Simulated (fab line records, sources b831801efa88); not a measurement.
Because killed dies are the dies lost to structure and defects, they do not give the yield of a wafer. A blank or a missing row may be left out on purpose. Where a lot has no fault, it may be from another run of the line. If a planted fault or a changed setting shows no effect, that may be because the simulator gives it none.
Chamber matching + flow gf180mcu + rie diel-03 running GF_V4_ETCH_16: 4 sister chambers
The step etches BARC in N2/H2. 14 wafers are shown with their chamber, then 7 later ones without.

## EACH WAFER AND ITS CHAMBER
| wafer  | chamber | drypump motor current A (A) | rf fwd power W (W) | throttle valve pct (%) |
|--------|---------|-----------------------------|--------------------|------------------------|
| L080.3 | 3       | 6.6                         | 491.6              | 13.215                 |
| L080.4 | 0       | 5.7                         | 497.6              | 13.231                 |
| L080.5 | 2       | 5.7                         | 494.2              | 13.212                 |
| L083.3 | 2       | 5.7                         | 496.7              | 13.231                 |
| L083.4 | 3       | 6.6                         | 491.5              | 13.206                 |
| L083.6 | 1       | 5.9                         | 496.5              | 13.223                 |
| L084.2 | 2       | 5.7                         | 496.3              | 13.229                 |
| L084.4 | 1       | 5.9                         | 493.8              | 13.235                 |
| L084.5 | 2       | 5.8                         | 496.1              | 13.219                 |
| L090.2 | 2       | 5.7                         | 495.6              | 13.215                 |
| L090.5 | 3       | 6.6                         | 493.3              | 13.216                 |
| L090.6 | 2       | 5.8                         | 494.8              | 13.227                 |
| L091.1 | 0       | 5.7                         | 492.9              | 13.215                 |
| L091.2 | 1       | 6.0                         | 496.4              | 13.222                 |

SIGNATURES (means of the wafers above)
| reading                 | chamber 0 | chamber 1 | chamber 2 | chamber 3 | scatter within a chamber |
|-------------------------|-----------|-----------|-----------|-----------|--------------------------|
| drypump motor current A | 5.700     | 5.933     | 5.733     | 6.600     | 0.0447                   |
| rf fwd power W          | 495.250   | 495.567   | 495.617   | 492.133   | 1.49                     |
| throttle valve pct      | 13.22300  | 13.22667  | 13.22217  | 13.21233  | 0.00779                  |
Rule: for a wafer and a chamber, the distance is found by dividing, reading by reading, the gap between the wafer's reading and the chamber's mean by the reading's scatter, squaring, summing and taking the root. If the next closest chamber is less than 2 further off than the closest, the wafer can't be placed; otherwise it belongs to the closest. The scatter is the square root of a quotient: the sum, over the shown wafers, of each reading's squared deviation from its chamber's mean, divided by wafers minus chambers.

## WAFERS WITHOUT THEIR CHAMBER
| wafer  | drypump motor current A (A) | rf fwd power W (W) | throttle valve pct (%) |
|--------|-----------------------------|--------------------|------------------------|
| L091.3 | 5.7                         | 496.6              | 13.235                 |
| L095.1 | 6.6                         | 489.8              | 13.221                 |
| L095.5 | 5.7                         | 495.3              | 13.217                 |
| L095.6 | 5.9                         | 498.4              | 13.250                 |
| L096.2 | 5.7                         | 498.6              | 13.228                 |
| L096.3 | 5.7                         | 495.7              | 13.236                 |
| L096.5 | 5.7                         | 496.5              | 13.220                 |

## WHICH CHAMBER EACH ONE RAN IN
| wafer  | from the rows above     | in truth |
|--------|-------------------------|----------|
| L091.3 | can't be placed: 0 or 2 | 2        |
| L095.1 | 3                       | 3        |
| L095.5 | can't be placed: 0 or 2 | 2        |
| L095.6 | can't be placed: 1 or 2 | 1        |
| L096.2 | can't be placed: 2 or 0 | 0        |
| L096.3 | can't be placed: 0 or 2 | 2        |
| L096.5 | can't be placed: 0 or 2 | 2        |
Correct placement for 1 of the 7. Not placeable from these rows: 6 (in 6, the candidates include the true chamber). Wrongly placed: 0.
